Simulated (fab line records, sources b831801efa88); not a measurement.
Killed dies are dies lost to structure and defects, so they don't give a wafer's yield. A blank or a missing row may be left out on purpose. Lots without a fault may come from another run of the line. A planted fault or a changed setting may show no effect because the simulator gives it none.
Which tool did it? | flow sky130 | 13 lots, 39 wafers sampled, at 6 steps of a route of 708

WHAT THE GAUGES READ, wafer by wafer
SKY_NWELL_OVL_MEAS_10.
lot  | measured    | on         | NWELL_00_OVL (nm)
L421 | day 4 17:26 | overlay-02 | 2.5 1.5 1.4
L422 | day 4 22:41 | overlay-02 | 0.7 1.8 1.0
L423 | day 5 05:24 | overlay-01 | 0.9 1.6 -0.6
L424 | day 5 12:31 | overlay-01 | 1.7 -0.6 -0.3
L425 | day 5 15:42 | overlay-02 | -0.4 -0.1 0.9
L429 | day 7 01:23 | overlay-02 | - - -
L430 | day 7 09:23 | overlay-02 | 0.1 -1.3 -0.7
L433 | day 7 17:03 | overlay-01 | 0.2 0.5 -0.5
L436 | day 8 10:50 | overlay-01 | 0.8 -1.0 -1.1
L437 | day 8 14:17 | overlay-01 | 1.7 2.6 1.3
L438 | day 8 20:52 | overlay-01 | -1.0 -0.7 -0.2
L441 | day 9 16:34 | overlay-02 | 0.8 0.8 2.2
L442 | day 9 19:16 | overlay-02 | 0.2 -0.1 0.5

SKY_NWELL_TW_MEAS_15.
lot  | measured    | on            | NWELL_TW
L421 | day 4 18:01 | film_metro-03 | 1822 1827 1809
L422 | day 4 23:17 | film_metro-02 | 1807 1793 1809
L423 | day 5 05:59 | film_metro-03 | 1825 1823 1825
L424 | day 5 13:06 | film_metro-01 | 1833 1829 1830
L425 | day 5 16:17 | film_metro-03 | 1824 1819 1815
L429 | day 7 01:59 | film_metro-02 | 30 30 30
L430 | day 7 09:59 | film_metro-01 | 1826 1831 1824
L433 | day 7 17:38 | film_metro-03 | 1824 1824 1824
L436 | day 8 11:26 | film_metro-01 | 1826 1834 1831
L437 | day 8 14:52 | film_metro-03 | 1812 1817 1809
L438 | day 8 21:28 | film_metro-03 | 1807 1818 1811
L441 | day 9 17:09 | film_metro-02 | 1807 1804 1802
L442 | day 9 19:52 | film_metro-01 | 1823 1824 1825

SKY_VT_ADJUST_NCORE_CD_MEAS_07: target cd 380 nm.
lot  | measured     | on        | cd_nm (nm)
L421 | day 8 19:49  | cd_sem-01 | 378.4 377.4 377.2
L422 | day 9 02:34  | cd_sem-01 | 381.2 379.4 379.6
L423 | day 9 09:55  | cd_sem-01 | 383.8 383.1 383.5
L424 | day 9 18:17  | cd_sem-02 | 378.5 379.0 383.8
L425 | day 9 21:38  | cd_sem-01 | 380.5 382.3 379.5
L429 | day 11 16:52 | cd_sem-01 | 378.9 379.6 377.9
L430 | day 12 02:32 | cd_sem-01 | 380.8 383.2 380.6
L433 | day 12 08:22 | cd_sem-02 | 381.9 382.9 381.4
L436 | day 13 07:50 | cd_sem-02 | 379.6 380.9 382.7
L437 | day 13 10:08 | cd_sem-01 | 381.6 383.0 381.1
L438 | day 13 21:25 | cd_sem-02 | 379.2 379.2 379.6
L441 | day 14 19:38 | cd_sem-01 | 380.6 378.8 377.3
L442 | day 15 00:59 | cd_sem-01 | 376.7 375.6 376.8

SKY_LDD_HVN_OVL_MEAS_07.
lot  | measured     | on         | LDD_HVN_OVL (nm)
L421 | day 20 12:53 | overlay-01 | -2.0 -0.2 1.0
L422 | day 21 01:18 | overlay-02 | 0.5 -1.1 -2.8
L423 | day 21 08:46 | overlay-02 | -2.9 -1.3 -2.7
L424 | day 22 04:26 | overlay-02 | 1.1 0.5 -3.1
L425 | day 22 05:07 | overlay-02 | -1.3 -2.4 -1.7
L429 | day 24 13:22 | overlay-02 | -2.1 -0.3 -1.3
L430 | day 24 21:51 | overlay-02 | -3.0 -2.7 -1.9
L433 | day 25 05:28 | overlay-02 | -2.8 -2.2 -1.0
L436 | day 26 10:01 | overlay-01 | 0.7 -0.2 0.0
L437 | day 26 11:23 | overlay-02 | 0.0 -0.9 -1.2
L438 | day 27 00:16 | overlay-02 | 1.2 0.9 -0.4
L441 | day 28 12:10 | overlay-02 | -1.1 -0.7 -1.2
L442 | day 28 10:25 | overlay-01 | -2.5 1.3 -0.9

WHICH TOOL RAN EACH LOT (tool, then ch and the chambers of the sampled wafers, then the start)
lot  | SKY_NWELL_EXPOSE_07                | SKY_POLY_GATE_STRIP_18
L421 | iline_stepper-01 ch 0, day 4 08:43 | plasma_asher-04 ch 0,1, day 16 15:02
L422 | iline_stepper-02 ch 0, day 4 14:21 | plasma_asher-01 ch 1, day 17 01:20
L423 | iline_stepper-02 ch 0, day 4 20:55 | plasma_asher-02 ch 0,1, day 17 08:46
L424 | iline_stepper-02 ch 0, day 5 03:23 | plasma_asher-02 ch 0,1, day 17 21:44
L425 | iline_stepper-02 ch 0, day 5 06:52 | plasma_asher-04 ch 1, day 18 03:26
L429 | iline_stepper-02 ch 0, day 6 15:51 | plasma_asher-02 ch 0,1, day 20 14:13
L430 | iline_stepper-01 ch 0, day 6 23:51 | plasma_asher-04 ch 1, day 20 21:35
L433 | iline_stepper-02 ch 0, day 7 06:59 | plasma_asher-01 ch 0,1, day 21 06:23
L436 | iline_stepper-01 ch 0, day 8 00:52 | plasma_asher-04 ch 0,1, day 22 11:26
L437 | iline_stepper-01 ch 0, day 8 04:22 | plasma_asher-02 ch 0,1, day 22 12:44
L438 | iline_stepper-02 ch 0, day 8 10:11 | plasma_asher-02 ch 0, day 23 01:44
L441 | iline_stepper-02 ch 0, day 9 05:58 | plasma_asher-02 ch 0,1, day 24 17:13
L442 | iline_stepper-02 ch 0, day 9 08:12 | plasma_asher-02 ch 0,1, day 24 15:32
- SKY_NWELL_EXPOSE_07: exposes mask NWM, target cd 840 nm.
- SKY_POLY_GATE_STRIP_18: strips in O2/N2.

WHAT THE TOOLS THEMSELVES READ (means of the sampled wafers that have a number; where no wafer has one, the mark that the record gives instead)
SKY_NWELL_EXPOSE_07.
lot  | tool             | exposure_dose_mJ_cm2 | focus_offset_nm (nm)
L421 | iline_stepper-01 | 255.16               | 0.8
L422 | iline_stepper-02 | 255.07               | -0.3
L423 | iline_stepper-02 | 254.87               | 0.4
L424 | iline_stepper-02 | 255.19               | -0.5
L425 | iline_stepper-02 | 254.93               | -0.7
L429 | iline_stepper-02 | 255.10               | -0.3
L430 | iline_stepper-01 | 254.93               | -0.2
L433 | iline_stepper-02 | 255.33               | 0.1
L436 | iline_stepper-01 | 254.73               | 0.5
L437 | iline_stepper-01 | 254.96               | 0.1
L438 | iline_stepper-02 | 254.90               | -0.1
L441 | iline_stepper-02 | 255.52               | -0.5
L442 | iline_stepper-02 | 254.76               | -0.4

SKY_POLY_GATE_STRIP_18.
lot  | tool            | drypump_motor_current_A (A) | o2_flow_sccm (sccm) | oes_product_au (a.u.) | strip_time_to_endpoint_s (s)
L421 | plasma_asher-04 | 5.3                         | 3012                | 0.373                 | 3.26
L422 | plasma_asher-01 | 5.5                         | 2998                | 0.356                 | 3.11
L423 | plasma_asher-02 | 5.8                         | 2998                | 0.363                 | 3.19
L424 | plasma_asher-02 | 5.5                         | 2998                | 0.358                 | 3.14
L425 | plasma_asher-04 | 4.9                         | 3008                | 0.356                 | 3.13
L429 | plasma_asher-02 | 5.5                         | 3002                | 0.360                 | 3.15
L430 | plasma_asher-04 | 4.9                         | 3007                | 0.363                 | 3.21
L433 | plasma_asher-01 | 5.6                         | 2990                | 0.364                 | 3.15
L436 | plasma_asher-04 | 5.3                         | 3002                | 0.362                 | 3.18
L437 | plasma_asher-02 | 5.8                         | 2998                | 0.363                 | 3.24
L438 | plasma_asher-02 | 5.1                         | 3009                | 0.363                 | 3.17
L441 | plasma_asher-02 | 5.5                         | 3001                | 0.360                 | 3.12
L442 | plasma_asher-02 | 5.5                         | 2994                | 0.364                 | 3.20

THE ANSWER, worked out from the rows above alone
Rule: what is usual is taken from the lots themselves. Put in order of their means at a reading, lots are off if they are a third of the lots or fewer, leave a main group of 4 or more, and stand apart from it by a gap of 3 or more times the standard deviation of the main group's means; of several such gaps the widest counts. A main group whose means are all the same, to the digits that the tables above print for the reading, isn't used. A lot without any number at a reading at which 4 lots or more have one is off too. The other lots that the step has rows for count as sound. The gauges are gone through in route order, then the tools' own readings, and for those a lot's mean is taken as printed above. The first step at which some lot is off is used, and at that step the reading that is off furthest; a lot without a number counts as furthest.
Off: L429, at SKY_NWELL_OVL_MEAS_10 (NWELL_00_OVL). Without a number there: L429. The main group: mean 0.5 nm, standard deviation 0.84.
A tool fits if, at a process step before that reading, it ran every lot that is off, and no sound lot after the first of them. The gauges at SKY_NWELL_OVL_MEAS_10 aren't tried: what is off there is off at SKY_NWELL_TW_MEAS_15 too, on other tools, and a gauge's error can't cause that. None of those tried fits.

WHAT THE SIMULATOR HAD PUT IN
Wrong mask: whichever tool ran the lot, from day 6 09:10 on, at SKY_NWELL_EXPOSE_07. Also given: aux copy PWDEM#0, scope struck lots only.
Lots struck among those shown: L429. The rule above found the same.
